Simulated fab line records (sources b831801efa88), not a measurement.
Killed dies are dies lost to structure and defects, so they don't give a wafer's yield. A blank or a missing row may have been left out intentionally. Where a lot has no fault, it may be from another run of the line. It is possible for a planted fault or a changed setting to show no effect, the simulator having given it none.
Comparing a struck lot with a sound one | flow sky130 | 36 steps out of a route of 708
Sound: the wafers L575.3, L575.4, L575.5. Wafers struck: L561.2, L561.3, L561.4. The cause is named last.
At each step with rows: each side's tool, then ch and its chambers, then its first start. Under that, the readings that differ: sound wafers | struck wafers | difference of the means | sigmas: that difference in standard deviations of wafers without a fault.
alike: words and numbers the same on both sides, and readings whose means are apart by under 2 such deviations; not compared: readings that were withheld, readings missing a value for some wafer, numbers with overlapping values and no deviation given by the record, and bounds like >300 which may hide the same value.
The two part at a step that has a row with sigmas, a row that says differs or no value, or rows on one side only. Non-overlapping numbers with no deviation appear without sigmas and do not part them. A reading that every wafer of one side lacks parts them only if that side has two wafers or more.

first, 10 steps without rows for these wafers: SKY_GATE_OXIDE_COAT_05 (resist thk 1140 nm); SKY_GATE_OXIDE_SOFTBAKE_06 (time 60 s); SKY_GATE_OXIDE_EXPOSE_07 (exposes mask LVOM, target cd 600 nm); SKY_GATE_OXIDE_PEB_08; SKY_GATE_OXIDE_DEVELOP_09 (develop time 60 s); SKY_GATE_OXIDE_IMPLANT_11; SKY_GATE_OXIDE_WET_ETCH_12 (etches SiO2 in dHF, target depth 16.8 nm, time 336 s); SKY_GATE_OXIDE_STRIP_13 (strips in O2/N2); SKY_GATE_OXIDE_CLEAN_15 (cleans in SC1/SC2, time 150 s); SKY_GATE_OXIDE_OXIDATION_16 (stabilise 600 s, purge 300 s, target thk 3.57 nm).
SKY_POLY_GATE_CVD_00: deposits poly-Si, target thk 180 nm, time 720 s.
  sound on lpcvd-01 ch 1, day 21 04:45; struck on lpcvd-01 ch 0, day 16 16:44
  reading                                       | sound                | struck               | difference | sigmas
  spike-tc-bottom-C (C)                         | 638 637 638          | 617 619 619          | -19        | -6
  spike-tc-centre-C (C)                         | 621.1 622.5 619.7    | 596.2 596.2 593.9    | -25.7      | -26
  spike-tc-lower-C (C)                          | 621.5 622.1 622.7    | 593.1 592.6 593.4    | -29.1      | -18
  spike-tc-top-C (C)                            | 635.5 635.5 635.0    | 613.6 613.6 612.1    | -22.2      | -19
  spike-tc-upper-C (C)                          | 620.0 621.8 618.9    | 594.1 594.7 595.2    | -25.6      | -23
  susceptor-temp-C (C)                          | 619.93 620.18 619.95 | 594.67 594.60 594.58 | -25.40     | -88
  zone-power-top-pct (%)                        | 24 24 24             | 16 16 16             | -8         | -2
  model.poly-Si_of_POLY_GATE_CVD_00.thk-nm (nm) | 179.8 179.4 180.3    | 99.06 100.2 99.16    | -80.36     |
  alike: zone-power-bottom-pct
SKY_POLY_GATE_THK_MEAS_01:
  struck on film-metro-04, day 16 17:56; sound on film-metro-01, day 21 05:58
  reading                   | sound             | struck          | difference | sigmas
  POLY_GATE_CVD_00_THK (nm) | 179.9 179.4 180.3 | 99.1 100.2 99.2 | -80.4      | -54
then, 9 steps without rows for these wafers: SKY_RES_PROTECT_DEHYDRATE_00 (time 60 s); SKY_RES_PROTECT_HMDS_01 (prime time 60 s); SKY_RES_PROTECT_COAT_02 (resist thk 1140 nm); SKY_RES_PROTECT_SOFTBAKE_03 (time 60 s); SKY_RES_PROTECT_EXPOSE_04 (exposes mask RPM, target cd 1270 nm); SKY_RES_PROTECT_PEB_05; SKY_RES_PROTECT_DEVELOP_06 (develop time 60 s); SKY_POLY_GATE_IMPLANT_02; SKY_RES_PROTECT_STRIP_07 (strips in O2/N2).
SKY_RES_PROTECT_CLEAN_09: cleans in SC1/SC2, time 150 s.
  sound on wet-bench-04 ch 3, day 22 13:14; struck on wet-bench-01 ch 3, day 17 22:26
  reading                                       | sound             | struck            | difference | sigmas
  model.poly-Si_of_POLY_GATE_CVD_00.thk-nm (nm) | 179.2 178.8 179.6 | 98.43 99.53 98.53 | -80.37     |
then, 11 steps without rows for these wafers: SKY_POLY_GATE_CVD_03 (deposits Si3N4 from DCS/NH3, target thk 75 nm, time 1290 s); SKY_POLY_GATE_DEHYDRATE_05 (time 60 s); SKY_POLY_GATE_HMDS_06 (prime time 60 s); SKY_POLY_GATE_COAT_07 (resist thk 110 nm); SKY_POLY_GATE_COAT_08 (resist thk 450 nm); SKY_POLY_GATE_SOFTBAKE_09 (time 90 s); SKY_POLY_GATE_EXPOSE_10 (exposes mask P1M, target cd 150 nm); SKY_POLY_GATE_PEB_11; SKY_POLY_GATE_DEVELOP_12 (develop time 60 s); SKY_POLY_GATE_ETCH_15 (etches BARC in N2/H2, stops on SiO2, time 118.5 s, target depth 110 nm); SKY_POLY_GATE_ETCH_16 (etches Si3N4 in CH3F/O2, stops on poly-Si, time 147.5 s, target depth 75 nm).
SKY_POLY_GATE_ETCH_17: etches poly-Si in HBr/Cl2, stops on SiO2, target depth 180 nm, time 70.5 s.
  sound on rie-si-01 ch 2,3, day 23 21:07; struck on rie-si-01 ch 0,1,2, day 19 06:52
  reading                               | sound             | struck            | difference | sigmas
  oes-product-au (a.u.)                 | 0.983 0.987 0.993 | 0.672 0.680 0.671 | -0.313     | -45
  model.etch.depth-nm (nm)              | 179.2 178.8 179.3 | 98.43 99.53 98.53 | -80.27     |
  model.POLY_GATE.feature-depth-nm (nm) | 179.2 178.8 179.3 | 98.43 99.53 98.53 | -80.27     |
  alike: drypump-motor-current-A, throttle-valve-pct
  not compared: rf-hours-counter-h
then, 1 step without rows for these wafers: SKY_POLY_GATE_STRIP_18 (strips in O2/N2).
-- here the record skips 29 days between the struck wafers' starts before and after, leaving off in module POLY_GATE and picking up in module PAD_OPEN (first step shown: number 708 of the route) --
SKY_PAD_OPEN_PROBE_99:
  struck on prober-02, day 48 04:15; sound on prober-02, day 50 12:44
  alike: killed_at_M0_to_M3, killed_at_M4_up, killed-at-contacts, killed-at-front-end, killed-at-other, killed-dies, killed-open, killed-short

WHERE THEY PART
Earliest at SKY_POLY_GATE_CVD_00; latest, in this record, at SKY_POLY_GATE_ETCH_17. Later steps at which nothing parts them and some readings are alike: SKY_PAD_OPEN_PROBE_99.

WHY: what had been put in by the simulator
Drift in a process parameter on lpcvd-01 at SKY_POLY_GATE_CVD_00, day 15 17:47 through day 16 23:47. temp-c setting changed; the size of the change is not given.
